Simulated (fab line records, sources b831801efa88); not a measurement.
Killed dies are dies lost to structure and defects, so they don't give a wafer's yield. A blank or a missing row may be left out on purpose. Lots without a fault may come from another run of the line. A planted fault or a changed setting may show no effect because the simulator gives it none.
Chamber matching | flow sfq_line | SFQ_TRILAYER_I1_CMP_CMP_046 on cmp-01: 4 sister chambers
The step polishes SiO2. 8 wafers are shown with their chamber, then 8 later ones without.

WAFERS WITH THEIR CHAMBER
wafer  | chamber | motor_current_A (A) | time_to_endpoint_s (s)
L190.6 | 1       | 11.6                | 202
L191.2 | 1       | 11.5                | 205
L192.4 | 3       | 11.5                | 222
L192.6 | 0       | 11.8                | 215
L198.2 | 2       | 9.6                 | 209
L198.5 | 3       | 11.8                | 217
L198.6 | 0       | 11.9                | 226
L200.3 | 2       | 9.4                 | 211

WAFERS WITHOUT THEIR CHAMBER
wafer  | motor_current_A (A) | time_to_endpoint_s (s)
L200.5 | 12.0                | 222
L200.6 | 11.6                | 222
L201.3 | 11.2                | 211
L201.1 | 11.7                | 211
L201.2 | 9.9                 | 216
L204.1 | 11.1                | 210
L204.2 | 9.7                 | 211
L204.5 | 11.4                | 219

WHICH CHAMBER EACH WENT THROUGH
wafer  | from the rows above          | in truth
L200.5 | can't be placed: 0 or 3      | 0
L200.6 | can't be placed: 3 or 0      | 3
L201.3 | can't be placed: 1 or 3      | 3
L201.1 | can't be placed: 3 or 1 or 0 | 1
L201.2 | 2                            | 2
L204.1 | can't be placed: 1 or 3      | 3
L204.2 | 2                            | 2
L204.5 | can't be placed: 3 or 0 or 1 | 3
Placed correctly: 2 of 8. Can't be placed from these rows: 6 (the true chamber is among the candidates in 6). Placed wrongly: 0.
How it was worked out, from the rows above alone: a wafer's distance from a chamber is the root of the sum, over the readings, of the square of ((its reading less the chamber's mean) divided by the reading's scatter). The wafer belongs to the nearest chamber; if the next one is less than 2 further off, it can't be placed. A chamber's mean is the mean of its shown wafers. The scatter: the root of (the sum of the squares of (reading less its chamber's mean) over the shown wafers, divided by (wafers less chambers)).
